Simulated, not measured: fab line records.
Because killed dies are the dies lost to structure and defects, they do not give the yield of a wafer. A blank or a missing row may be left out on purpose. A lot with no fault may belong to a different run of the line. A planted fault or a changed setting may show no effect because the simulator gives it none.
The tool behind it: which one?    flow sky130    Sampling: 12 lots, 36 wafers, 5 of 708 route steps

== WHAT EACH GAUGE READ, for each wafer ==
SKY_SONOS_ONO_THK_MEAS_01. Usual: for SONOS_ONO_OXIDATION_THK the level is 2.59 nm and the standard deviation is 0.057.
lot   measured      on             SONOS_ONO_OXIDATION_THK (nm)  flag
L852  day 11 13:09  film metro-02  2.56 2.55 2.57                
L853  day 11 19:35  film metro-04  2.52 2.50 2.62                
L856  day 13 23:37  film metro-02  2.69 2.62 2.66                
L857  day 14 12:28  film metro-01  2.66 2.72 2.71                
L859  day 14 20:32  film metro-01  2.54 2.62 2.54                
L860  day 14 22:23  film metro-01  2.72 2.73 2.65                
L861  day 15 00:36  film metro-01  2.61 2.60 2.56                
L863  day 15 04:29  film metro-01  2.72 2.60 2.62                
L870  day 17 20:48  film metro-02  2.63 2.66 2.63                
L871  day 18 00:28  film metro-02  2.61 2.61 2.60                
L872  day 18 06:17  film metro-02  2.49 2.58 2.52                
L873  day 19 02:40  film metro-04  2.55 2.61 2.59                

SKY_SONOS_ONO_OVL_MEAS_14. Usual: for SONOS_ONO_OVL the level is -1.7 nm and the standard deviation is 1.5.
lot   measured      on          SONOS_ONO_OVL (nm)  flag
L852  day 12 17:06  overlay-02  -2.9 -0.2 -2.4      
L853  day 13 00:45  overlay-02  -1.7 -0.8 -1.3      
L856  day 15 04:15  overlay-02  0.4 -2.3 0.1        
L857  day 15 16:51  overlay-01  -1.4 -2.8 -1.1      
L859  day 16 06:09  overlay-01  -0.2 -1.7 -0.9      
L860  day 16 06:16  overlay-01  -2.9 -2.9 -3.6      
L861  day 16 08:25  overlay-02  -1.3 0.0 -0.7       
L863  day 16 14:07  overlay-02  -2.9 -0.7 -1.2      
L870  day 19 06:24  overlay-02  -2.9 -1.1 -2.6      
L871  day 19 09:33  overlay-02  -1.7 -0.2 -0.5      
L872  day 19 15:26  overlay-01  -2.3 -1.2 -2.0      
L873  day 20 11:19  overlay-01  -1.4 0.4 -0.8       

SKY_GATE_OXIDE_THK_MEAS_02. Usual: for GATE_OXIDE_OXIDATION_00_THK the level is 10.23 nm and the standard deviation is 0.2.
lot   measured      on             GATE_OXIDE_OXIDATION_00_THK (nm)  flag
L852  day 12 20:13  film metro-03  9.84 9.87 9.93                    
L853  day 13 03:38  film metro-02  10.22 9.94 10.05                  
L856  day 15 06:52  film metro-02  10.59 10.63 10.69                 
L857  day 15 19:34  film metro-01  10.22 10.30 10.23                 
L859  day 16 11:59  film metro-01  10.34 10.10 10.41                 
L860  day 16 11:58  film metro-03  9.95 9.78 9.83                    
L861  day 16 12:02  film metro-01  10.35 10.31 10.49                 
L863  day 16 23:02  film metro-02  10.50 10.55 10.47                 
L870  day 19 08:26  film metro-02  10.23 10.51 10.45                 
L871  day 19 11:20  film metro-03  10.17 10.22 10.14                 
L872  day 19 17:58  film metro-02  9.23 9.18 9.18                    OFF
L873  day 20 13:23  film metro-03  9.07 9.13 9.03                    OFF

== TOOL THAT RAN EACH LOT (tool first, then ch and the chambers of the sampled wafers, then the start) ==
lot   SKY_SONOS_ONO_ETCH_15               SKY_GATE_OXIDE_OXIDATION_01
L852  rie diel-02 ch 0,1, day 12 17:08    furnace-02 ch 0, day 12 18:47
L853  rie diel-03 ch 0,1,3, day 13 00:47  furnace-02 ch 0, day 13 02:13
L856  rie diel-02 ch 0,1,2, day 15 04:17  furnace-01 ch 0, day 15 05:27
L857  rie diel-03 ch 1,3, day 15 16:53    furnace-01 ch 0, day 15 18:09
L859  rie diel-03 ch 0,1,3, day 16 06:11  furnace-01 ch 0, day 16 10:33
L860  rie diel-01 ch 0,1,3, day 16 06:18  furnace-01 ch 0, day 16 10:33
L861  rie diel-01 ch 0,1,2, day 16 08:26  furnace-01 ch 0, day 16 10:33
L863  rie diel-03 ch 0,2,3, day 16 14:08  furnace-02 ch 0, day 16 21:37
L870  rie diel-02 ch 0,2,3, day 19 06:26  furnace-02 ch 0, day 19 07:01
L871  rie diel-02 ch 0,3, day 19 09:35    furnace-02 ch 0, day 19 09:55
L872  rie diel-03 ch 0,1,3, day 19 15:29  furnace-01 ch 0, day 19 16:34
L873  rie diel-03 ch 0,2,3, day 20 11:20  furnace-01 ch 0, day 20 11:56
- SKY_SONOS_ONO_ETCH_15: etches the open film in CHF3/O2, target depth 19.52 nm, time 7.8 s.
- SKY_GATE_OXIDE_OXIDATION_01: stabilise 600 s, purge 300 s, target thk 10.268 nm.

== WHAT THE TOOLS THEMSELVES READ (means of the sampled wafers that have a number; where no wafer has one, the mark that the record gives instead) ==
SKY_SONOS_ONO_ETCH_15. Usual: drypump motor current A 5.7 A, standard deviation 0.53; oes product au 1.007 a.u., standard deviation 0.0071; throttle valve pct 8.826 %, standard deviation 0.0089.
lot   tool         drypump motor current A (A)  oes product au (a.u.)  throttle valve pct (%)  flag
L852  rie diel-02  5.8                          1.006                  8.827                   
L853  rie diel-03  5.6                          1.002                  8.828                   
L856  rie diel-02  5.8                          1.012                  8.824                   
L857  rie diel-03  5.3                          1.007                  8.834                   
L859  rie diel-03  5.6                          1.010                  8.822                   
L860  rie diel-01  5.5                          1.011                  8.828                   
L861  rie diel-01  5.4                          1.018                  8.830                   
L863  rie diel-03  5.5                          1.010                  8.822                   
L870  rie diel-02  6.2                          1.003                  8.821                   
L871  rie diel-02  6.5                          1.002                  8.821                   
L872  rie diel-03  5.6                          1.015                  8.823                   
L873  rie diel-03  5.5                          1.015                  8.831                   

== THE ANSWER, worked out from the rows above alone ==
Rule: a lot counts as off when the mean over its wafers that have a number is more than 3 standard deviations away from the usual mean. A lot without any number at a reading at which 4 lots or more have one is off too. All remaining lots with rows at the step are treated as sound. Order of review: gauges by route order, followed by the tools' own readings, for which a lot's mean as printed above is used. At the first step where some lot is off, the reading lying furthest off is the one used; lots without a number count as furthest.
Off: L872, L873, at SKY_GATE_OXIDE_THK_MEAS_02 (GATE_OXIDE_OXIDATION_00_THK).
If a tool, at a process step before that reading, ran all the lots that are off and no sound lot after the first of them, it fits. Those tools and the gauges at SKY_GATE_OXIDE_THK_MEAS_02 are tried in the same way. Can't be told from this: 2 tools fit, rie diel-03 at SKY_SONOS_ONO_ETCH_15, furnace-01 at SKY_GATE_OXIDE_OXIDATION_01.

== WHAT THE SIMULATOR HAD INSERTED ==
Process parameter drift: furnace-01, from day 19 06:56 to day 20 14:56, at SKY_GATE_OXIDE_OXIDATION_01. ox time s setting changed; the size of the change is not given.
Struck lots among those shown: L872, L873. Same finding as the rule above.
